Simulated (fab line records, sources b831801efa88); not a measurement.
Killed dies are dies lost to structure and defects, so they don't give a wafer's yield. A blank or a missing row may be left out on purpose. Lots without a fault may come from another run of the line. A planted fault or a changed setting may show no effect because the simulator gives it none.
Which tool did it? | flow sfq_line | 14 lots, 42 wafers sampled, at 4 steps of a route of 325

WHAT THE GAUGES READ, wafer by wafer
SFQ_M6_RS_MEAS_938: measures by four-point-probe. Usual: M6_NB_RS 0.887 ohm/sq, standard deviation 0.01.
lot  | measured     | on            | M6_NB_RS (ohm/sq) | flag
L550 | day 52 13:21 | film_metro-02 | 0.896 0.904 0.893 |
L551 | day 52 16:57 | film_metro-03 | 0.901 0.894 0.907 |
L553 | day 52 20:19 | film_metro-03 | 0.887 0.877 0.869 |
L554 | day 52 22:57 | film_metro-03 | 0.903 0.902 0.892 |
L555 | day 53 01:35 | film_metro-02 | 0.909 0.889 0.903 |
L556 | day 53 05:57 | film_metro-03 | 0.876 0.887 0.887 |
L557 | day 53 10:08 | film_metro-03 | 0.885 0.888 0.887 |
L559 | day 53 21:59 | film_metro-02 | 0.881 0.875 0.884 |
L566 | day 69 21:55 | film_metro-03 | 0.891 0.881 0.899 |
L567 | day 69 23:18 | film_metro-01 | 0.887 0.881 0.868 |
L570 | day 70 04:05 | film_metro-02 | 0.904 0.877 0.888 |
L571 | day 70 07:29 | film_metro-02 | 0.865 0.880 0.873 |
L572 | day 70 09:17 | film_metro-03 | 0.881 0.905 0.885 |
L573 | day 70 09:55 | film_metro-01 | 0.896 0.898 0.890 |

SFQ_M8_OVL_MEAS_948. Usual: M8_OVL 3 nm, standard deviation 6.4.
lot  | measured     | on         | M8_OVL (nm) | flag
L550 | day 68 16:04 | overlay-02 | 2 3 2       |
L551 | day 68 18:29 | overlay-02 | 1 1 -3      |
L553 | day 68 20:52 | overlay-02 | -5 0 1      |
L554 | day 70 12:25 | overlay-02 | 14 9 15     |
L555 | day 70 19:38 | overlay-02 | 6 13 5      |
L556 | day 70 23:13 | overlay-02 | 2 5 0       |
L557 | day 71 12:25 | overlay-01 | 9 12 11     |
L559 | day 74 23:29 | overlay-02 | 8 5 6       |
L566 | day 80 14:46 | overlay-02 | - - -       | OFF
L567 | day 80 19:41 | overlay-02 | - - -       | OFF
L570 | day 81 05:17 | overlay-02 | 0 4 -2      |
L571 | day 81 10:30 | overlay-02 | 0 1 -1      |
L572 | day 81 12:55 | overlay-02 | 4 0 4       |
L573 | day 81 14:07 | overlay-02 | 5 6 9       |

WHICH TOOL RAN EACH LOT (tool, then ch and the chambers of the sampled wafers, then the start)
lot  | SFQ_TRILAYER_C5_ETCH_VIA_ETCH_154  | SFQ_TRILAYER_I7_VIA_LITHO_DEVELOP_189
L550 | rie_diel-02 ch 0,2, day 52 12:10   | litho_track-03 ch 0, day 64 15:34
L551 | rie_diel-02 ch 1,3, day 52 15:46   | litho_track-03 ch 0, day 64 17:50
L553 | rie_diel-02 ch 0,1, day 52 19:22   | litho_track-01 ch 0, day 64 20:11
L554 | rie_diel-01 ch 0,1, day 52 21:58   | litho_track-01 ch 0, day 67 03:30
L555 | rie_diel-03 ch 2,3, day 53 00:22   | litho_track-03 ch 0, day 67 09:02
L556 | rie_diel-02 ch 0,3, day 53 04:58   | litho_track-03 ch 0, day 67 22:25
L557 | rie_diel-01 ch 0,1,2, day 53 08:34 | litho_track-01 ch 0, day 68 11:07
L559 | rie_diel-02 ch 0,1,3, day 53 21:02 | litho_track-02 ch 0, day 71 17:04
L566 | rie_diel-02 ch 2,3, day 69 20:57   | litho_track-01, day 77 22:46
L567 | rie_diel-01 ch 0,1,3, day 69 22:09 | litho_track-01, day 78 01:09
L570 | rie_diel-03 ch 1,3, day 70 02:57   | litho_track-03 ch 0, day 78 05:58
L571 | rie_diel-03 ch 1,2,3, day 70 06:33 | litho_track-03 ch 0, day 78 09:33
L572 | rie_diel-02 ch 0,1,3, day 70 07:45 | litho_track-01 ch 0, day 78 14:21
L573 | rie_diel-01 ch 0,1,2, day 70 08:57 | litho_track-02 ch 0, day 78 16:46
- SFQ_TRILAYER_C5_ETCH_VIA_ETCH_154: etches SiO2 in CHF3, stops on Nb, target depth 84 nm.
- SFQ_TRILAYER_I7_VIA_LITHO_DEVELOP_189: time 60 s.

WHAT THE TOOLS THEMSELVES READ (means of the sampled wafers that have a number; where no wafer has one, the mark that the record gives instead)
SFQ_TRILAYER_C5_ETCH_VIA_ETCH_154. Usual: bias_w 80.00 W, standard deviation 0.23; drypump_motor_current_A 5.6 A, standard deviation 0.66; oes_product_au 0.892 a.u., standard deviation 0.0083.
lot  | tool        | bias_w (W) | drypump_motor_current_A (A) | oes_product_au (a.u.) | flag
L550 | rie_diel-02 | 80.00      | 5.7                         | 0.895                 |
L551 | rie_diel-02 | 80.08      | 6.0                         | 0.889                 |
L553 | rie_diel-02 | 80.27      | 5.7                         | 0.897                 |
L554 | rie_diel-01 | 80.04      | 5.4                         | 0.885                 |
L555 | rie_diel-03 | 80.05      | 5.9                         | 0.898                 |
L556 | rie_diel-02 | 80.12      | 6.3                         | 0.892                 |
L557 | rie_diel-01 | 80.09      | 5.5                         | 0.893                 |
L559 | rie_diel-02 | 80.00      | 6.1                         | 0.886                 |
L566 | rie_diel-02 | 80.10      | 5.7                         | 0.900                 |
L567 | rie_diel-01 | 80.12      | 5.4                         | 0.889                 |
L570 | rie_diel-03 | 79.80      | 5.2                         | 0.895                 |
L571 | rie_diel-03 | 80.14      | 5.6                         | 0.896                 |
L572 | rie_diel-02 | 79.98      | 6.0                         | 0.890                 |
L573 | rie_diel-01 | 79.95      | 5.5                         | 0.904                 |

SFQ_TRILAYER_I7_VIA_LITHO_DEVELOP_189. Usual: chill_plate_temp_C 23.00 C, standard deviation 0.099; exhaust_pa 44.9 Pa, standard deviation 0.88; resist_line_temp_C 23.02 C, standard deviation 0.12.
lot  | tool           | chill_plate_temp_C (C) | exhaust_pa (Pa) | resist_line_temp_C (C) | flag
L550 | litho_track-03 | 22.89                  | 44.7            | 22.91                  |
L551 | litho_track-03 | 23.07                  | 44.2            | 22.89                  |
L553 | litho_track-01 | 23.08                  | 43.7            | 23.03                  |
L554 | litho_track-01 | 23.02                  | 44.8            | 22.85                  |
L555 | litho_track-03 | 22.93                  | 44.4            | 23.06                  |
L556 | litho_track-03 | 22.99                  | 45.7            | 23.05                  |
L557 | litho_track-01 | 23.07                  | 44.8            | 23.22                  |
L559 | litho_track-02 | 23.04                  | 46.2            | 23.00                  |
L566 | litho_track-01 | -                      | -               | -                      | OFF
L567 | litho_track-01 | -                      | -               | -                      | OFF
L570 | litho_track-03 | 23.15                  | 45.4            | 22.90                  |
L571 | litho_track-03 | 23.07                  | 44.0            | 22.74                  |
L572 | litho_track-01 | 23.08                  | 45.7            | 23.00                  |
L573 | litho_track-02 | 22.97                  | 45.0            | 23.23                  |

THE ANSWER, worked out from the rows above alone
Rule: a lot is off if the mean of its wafers that have a number lies more than 3 standard deviations from the usual mean. A lot without any number at a reading at which 4 lots or more have one is off too. The other lots that the step has rows for count as sound. The gauges are gone through in route order, then the tools' own readings, and for those a lot's mean is taken as printed above. The first step at which some lot is off is used, and at that step the reading that is off furthest; a lot without a number counts as furthest.
Off: L566, L567, at SFQ_M8_OVL_MEAS_948 (M8_OVL). Without a number there: L566, L567.
A tool fits if, at a process step before that reading, it ran every lot that is off, and no sound lot after the first of them. The gauges at SFQ_M8_OVL_MEAS_948 aren't tried: what is off there is off at SFQ_TRILAYER_I7_VIA_LITHO_DEVELOP_189 too, on other tools, and a gauge's error can't cause that. None of those tried fits.

WHAT THE SIMULATOR HAD PUT IN
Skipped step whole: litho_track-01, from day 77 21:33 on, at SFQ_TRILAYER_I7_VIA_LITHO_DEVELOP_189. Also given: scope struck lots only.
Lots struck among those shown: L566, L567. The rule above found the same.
